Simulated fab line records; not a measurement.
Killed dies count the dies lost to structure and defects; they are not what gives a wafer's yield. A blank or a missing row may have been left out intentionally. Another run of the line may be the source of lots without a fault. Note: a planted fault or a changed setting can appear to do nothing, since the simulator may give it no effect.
Chamber matching ; flow sky130 ; 4 sister chambers for SKY_VIA1_CMP_02 on cmp-01
The step polishes SiO2. 30 wafers are shown with their chamber, then 12 later ones without.

WAFERS PAIRED WITH THEIR CHAMBERS
wafer;chamber;motorCurrentA (A)
L074.2;2;12.0
L074.3;0;13.1
L074.4;1;11.7
L077.1;1;11.7
L077.4;2;11.7
L077.5;0;13.0
L078.1;1;12.1
L078.4;3;15.1
L078.6;3;14.9
L080.3;3;15.2
L080.5;3;14.5
L080.6;0;12.2
L081.1;3;14.7
L081.3;1;11.8
L081.5;2;12.2
L083.1;0;12.6
L083.2;2;11.5
L083.6;1;11.7
L086.1;2;12.0
L086.3;0;12.7
L086.6;0;12.2
L087.1;3;15.0
L087.2;1;11.9
L087.5;3;14.8
L088.2;1;11.0
L088.5;0;12.4
L088.6;3;14.4
L090.1;0;12.1
L090.2;1;11.5
L090.5;1;11.3

SIGNATURES (means of the wafers above)
reading;chamber 0;chamber 1;chamber 2;chamber 3;scatter within a chamber
motorCurrentA;12.537;11.633;11.880;14.825;0.324
Rule: distance of a wafer from a chamber = root of the sum over the readings of ((wafer's reading minus chamber's mean) / reading's scatter) squared. If the next closest chamber is less than 2 further off than the closest, the wafer can't be placed; otherwise it belongs to the closest. The scatter is the square root of a quotient: the sum, over the shown wafers, of each reading's squared deviation from its chamber's mean, divided by wafers minus chambers.

WAFERS WITHOUT THEIR CHAMBER
wafer;motorCurrentA (A)
L089.2;11.6
L089.4;13.0
L089.6;12.5
L093.1;14.5
L093.3;12.5
L093.4;12.4
L094.3;12.1
L094.4;14.9
L094.6;11.5
L097.3;12.1
L097.5;14.5
L097.6;12.3

WHICH CHAMBER EACH ONE RAN IN
wafer;from the rows above;in truth
L089.2;can't be placed: 1 or 2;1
L089.4;0;0
L089.6;can't be placed: 0 or 2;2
L093.1;3;3
L093.3;can't be placed: 0 or 2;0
L093.4;can't be placed: 0 or 2 or 1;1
L094.3;can't be placed: 2 or 0 or 1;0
L094.4;3;3
L094.6;can't be placed: 1 or 2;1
L097.3;can't be placed: 2 or 0 or 1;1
L097.5;3;3
L097.6;can't be placed: 0 or 2 or 1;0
Correctly placed: 4 of 12. Cannot be placed on the basis of these rows: 8; the candidates contain the true chamber in 8. Placed wrongly: 0.
